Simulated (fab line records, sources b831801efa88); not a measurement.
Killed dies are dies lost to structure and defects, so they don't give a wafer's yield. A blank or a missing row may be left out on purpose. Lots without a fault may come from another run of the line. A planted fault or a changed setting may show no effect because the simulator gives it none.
Which tool did it? | flow gf180mcu | 12 lots, 36 wafers sampled, at 6 steps of a route of 602

WHAT THE GAUGES READ, wafer by wafer
GF_HV_LDD_OVL_MEAS_08. Usual: HV_LDD_OVL -0.1 nm, standard deviation 1.6.
lot  | measured     | on         | HV_LDD_OVL (nm) | flag
L501 | day 10 05:11 | overlay-02 | -0.9 -2.4 -1.5  |
L502 | day 10 21:11 | overlay-01 | 3.8 1.5 3.4     |
L503 | day 11 02:52 | overlay-01 | 1.8 0.7 1.0     |
L505 | day 11 23:55 | overlay-02 | 3.0 3.0 2.4     |
L506 | day 11 23:46 | overlay-01 | -0.9 0.5 -0.1   |
L508 | day 12 11:08 | overlay-01 | 0.7 1.9 1.3     |
L510 | day 13 05:59 | overlay-02 | -0.6 -1.4 -0.7  |
L516 | day 14 15:22 | overlay-01 | 1.3 1.0 1.0     |
L518 | day 15 08:56 | overlay-02 | 0.3 1.4 1.4     |
L519 | day 15 20:20 | overlay-02 | -2.5 -1.3 -1.3  |
L520 | day 16 02:31 | overlay-01 | -1.9 1.3 -1.4   |
L522 | day 16 20:22 | overlay-02 | -1.5 -2.4 -0.8  |

GF_HV_LDD_TW_MEAS_23. Usual: HV_LDD_2_TW 1056, standard deviation 7.2.
lot  | measured     | on            | HV_LDD_2_TW    | flag
L501 | day 10 23:43 | film_metro-02 | 1051 1046 1051 |
L502 | day 11 15:32 | film_metro-02 | 1062 1051 1051 |
L503 | day 11 21:16 | film_metro-01 | 1058 1056 1065 |
L505 | day 12 20:10 | film_metro-01 | 1055 1058 1067 |
L506 | day 12 19:56 | film_metro-01 | 1059 1066 1060 |
L508 | day 13 06:56 | film_metro-01 | 1060 1062 1060 |
L510 | day 14 02:34 | film_metro-03 | 1058 1052 1056 |
L516 | day 15 13:23 | film_metro-02 | 1048 1056 1048 |
L518 | day 16 07:48 | film_metro-01 | 1062 1069 1055 |
L519 | day 16 18:01 | film_metro-02 | 1049 1042 1050 |
L520 | day 17 00:10 | film_metro-03 | 1062 1061 1061 |
L522 | day 17 18:44 | film_metro-02 | 1054 1052 1051 |

GF_HV_LDD_TW_MEAS_38. Usual: HV_LDD_3_TW 1434, standard deviation 8.8.
lot  | measured     | on            | HV_LDD_3_TW    | flag
L501 | day 11 19:07 | film_metro-02 | 1439 1431 1431 |
L502 | day 12 10:59 | film_metro-02 | 1435 1427 1435 |
L503 | day 12 17:04 | film_metro-03 | 1436 1434 1439 |
L505 | day 13 16:20 | film_metro-02 | 1419 1415 1408 |
L506 | day 13 16:02 | film_metro-02 | 1415 1409 1422 |
L508 | day 14 04:14 | film_metro-01 | 1438 1439 1430 |
L510 | day 15 00:07 | film_metro-03 | 1436 1430 1438 |
L516 | day 16 12:25 | film_metro-03 | 1436 1443 1435 |
L518 | day 17 06:07 | film_metro-02 | 1421 1427 1428 |
L519 | day 17 16:34 | film_metro-03 | 1369 1363 1376 | OFF
L520 | day 18 00:10 | film_metro-03 | 1370 1366 1376 | OFF
L522 | day 18 18:54 | film_metro-02 | 1441 1439 1435 |

GF_HV_LDD_RS_MEAS_53: measures by four-point-probe. Usual: HV_LDD_RS 418.1 ohm/sq, standard deviation 0.76.
lot  | measured     | on            | HV_LDD_RS (ohm/sq) | flag
L501 | day 12 14:48 | film_metro-03 | 418.8 418.8 418.4  |
L502 | day 13 06:49 | film_metro-02 | 416.9 417.4 417.7  |
L503 | day 13 12:56 | film_metro-03 | 418.6 418.2 417.4  |
L505 | day 14 13:59 | film_metro-03 | 418.2 418.9 417.7  |
L506 | day 14 13:14 | film_metro-01 | 418.0 418.9 418.5  |
L508 | day 15 01:47 | film_metro-02 | 418.6 417.1 418.8  |
L510 | day 15 22:25 | film_metro-01 | 417.5 417.8 418.7  |
L516 | day 17 10:50 | film_metro-02 | 418.6 417.3 417.6  |
L518 | day 18 05:34 | film_metro-03 | 418.9 417.0 417.2  |
L519 | day 18 16:08 | film_metro-02 | 431.2 431.0 430.1  | OFF
L520 | day 18 23:43 | film_metro-03 | 430.8 429.1 429.4  | OFF
L522 | day 19 19:43 | film_metro-02 | 419.6 419.0 418.6  |

WHICH TOOL RAN EACH LOT (tool, then ch and the chambers of the sampled wafers, then the start)
lot  | GF_VT_IMPLANT_STRIP_20               | GF_HV_LDD_IMPLANT_36
L501 | plasma_asher-01 ch 1, day 6 11:26    | implanter-01 ch 0, day 11 18:53
L502 | plasma_asher-01 ch 0,1, day 7 00:43  | implanter-03 ch 0, day 12 10:46
L503 | plasma_asher-03 ch 0, day 7 05:23    | implanter-01 ch 0, day 12 16:49
L505 | plasma_asher-03 ch 0,1, day 7 20:53  | implanter-01 ch 0, day 13 16:05
L506 | plasma_asher-01 ch 0,1, day 7 21:11  | implanter-04 ch 0, day 13 15:47
L508 | plasma_asher-02 ch 0,1, day 8 08:16  | implanter-04 ch 0, day 14 04:02
L510 | plasma_asher-03 ch 1, day 9 02:52    | implanter-01 ch 0, day 14 23:53
L516 | plasma_asher-02 ch 0,1, day 10 08:46 | implanter-01 ch 0, day 16 12:10
L518 | plasma_asher-01 ch 0,1, day 10 21:58 | implanter-01 ch 0, day 17 05:53
L519 | plasma_asher-02 ch 0,1, day 11 05:16 | implanter-04 ch 0, day 17 16:20
L520 | plasma_asher-01 ch 0,1, day 11 11:52 | implanter-04 ch 0, day 17 23:56
L522 | plasma_asher-01 ch 0,1, day 12 03:19 | implanter-01 ch 0, day 18 18:39
- GF_VT_IMPLANT_STRIP_20: strips in O2/N2.
- GF_HV_LDD_IMPLANT_36

WHAT THE TOOLS THEMSELVES READ (means of the sampled wafers that have a number; where no wafer has one, the mark that the record gives instead)
GF_VT_IMPLANT_STRIP_20. Usual: drypump_motor_current_A 5.6 A, standard deviation 0.4; heater_power_w 347 W, standard deviation 32; oes_product_au 0.716 a.u., standard deviation 0.0052; strip_time_to_endpoint_s 12.68 s, standard deviation 0.031.
lot  | tool            | drypump_motor_current_A (A) | heater_power_w (W) | oes_product_au (a.u.) | strip_time_to_endpoint_s (s) | flag
L501 | plasma_asher-01 | 5.6                         | 390                | 0.715                 | 12.71                        |
L502 | plasma_asher-01 | 5.5                         | 367                | 0.717                 | 12.63                        |
L503 | plasma_asher-03 | 5.4                         | 365                | 0.715                 | 12.65                        |
L505 | plasma_asher-03 | 5.5                         | 363                | 0.715                 | 12.65                        |
L506 | plasma_asher-01 | 5.5                         | 363                | 0.713                 | 12.70                        |
L508 | plasma_asher-02 | 5.9                         | 310                | 0.714                 | 12.64                        |
L510 | plasma_asher-03 | 5.8                         | 364                | 0.715                 | 12.70                        |
L516 | plasma_asher-02 | 5.4                         | 311                | 0.722                 | 12.69                        |
L518 | plasma_asher-01 | 5.5                         | 370                | 0.719                 | 12.69                        |
L519 | plasma_asher-02 | 5.8                         | 320                | 0.719                 | 12.70                        |
L520 | plasma_asher-01 | 5.4                         | 339                | 0.714                 | 12.63                        |
L522 | plasma_asher-01 | 5.4                         | 340                | 0.717                 | 12.71                        |

GF_HV_LDD_IMPLANT_36. Usual: dose_ions_cm2 7.499e+12, standard deviation 8.7e+09; faraday_current_uA 42.2, standard deviation 0.73.
lot  | tool         | dose_ions_cm2 | faraday_current_uA | flag
L501 | implanter-01 | 7.502e+12     | 42.3               |
L502 | implanter-03 | 7.509e+12     | 42.4               |
L503 | implanter-01 | 7.504e+12     | 42.4               |
L505 | implanter-01 | 7.500e+12     | 42.3               |
L506 | implanter-04 | 7.492e+12     | 42.1               |
L508 | implanter-04 | 7.500e+12     | 42.3               |
L510 | implanter-01 | 7.502e+12     | 42.6               |
L516 | implanter-01 | 7.499e+12     | 41.1               |
L518 | implanter-01 | 7.503e+12     | 42.1               |
L519 | implanter-04 | 3.263e+12     | 18.5               | OFF
L520 | implanter-04 | 3.254e+12     | 18.4               | OFF
L522 | implanter-01 | 7.504e+12     | 42.6               |

THE ANSWER, worked out from the rows above alone
Rule: a lot is off if the mean of its wafers that have a number lies more than 3 standard deviations from the usual mean. A lot without any number at a reading at which 4 lots or more have one is off too. The other lots that the step has rows for count as sound. The gauges are gone through in route order, then the tools' own readings, and for those a lot's mean is taken as printed above. The first step at which some lot is off is used, and at that step the reading that is off furthest; a lot without a number counts as furthest.
Off: L519, L520, at GF_HV_LDD_TW_MEAS_38 (HV_LDD_3_TW).
A tool fits if, at a process step before that reading, it ran every lot that is off, and no sound lot after the first of them. The gauges at GF_HV_LDD_TW_MEAS_38 aren't tried: what is off there is off at GF_HV_LDD_IMPLANT_36 too, on other tools, and a gauge's error can't cause that. One fits: implanter-04 at GF_HV_LDD_IMPLANT_36. Its last sound lot is L508 (day 14 04:02), its first lot that is off L519 (day 17 16:20): a fault that began between those two fits.
The tool's own readings at GF_HV_LDD_IMPLANT_36 bear it out: on the lots that are off they differ by more than 5 times the standard deviation of the sound lots' means. dose_ions_cm2 reads 3.258e+12 there against 7.502e+12 on the sound lots; faraday_current_uA reads 18.4 there against 42.2 on the sound lots.

WHAT THE SIMULATOR HAD PUT IN
Process parameter drift: implanter-04, from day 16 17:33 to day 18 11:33, at GF_HV_LDD_IMPLANT_36. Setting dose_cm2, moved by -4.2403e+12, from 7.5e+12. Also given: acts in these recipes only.
Lots struck among those shown: L519, L520. The rule above found the same.
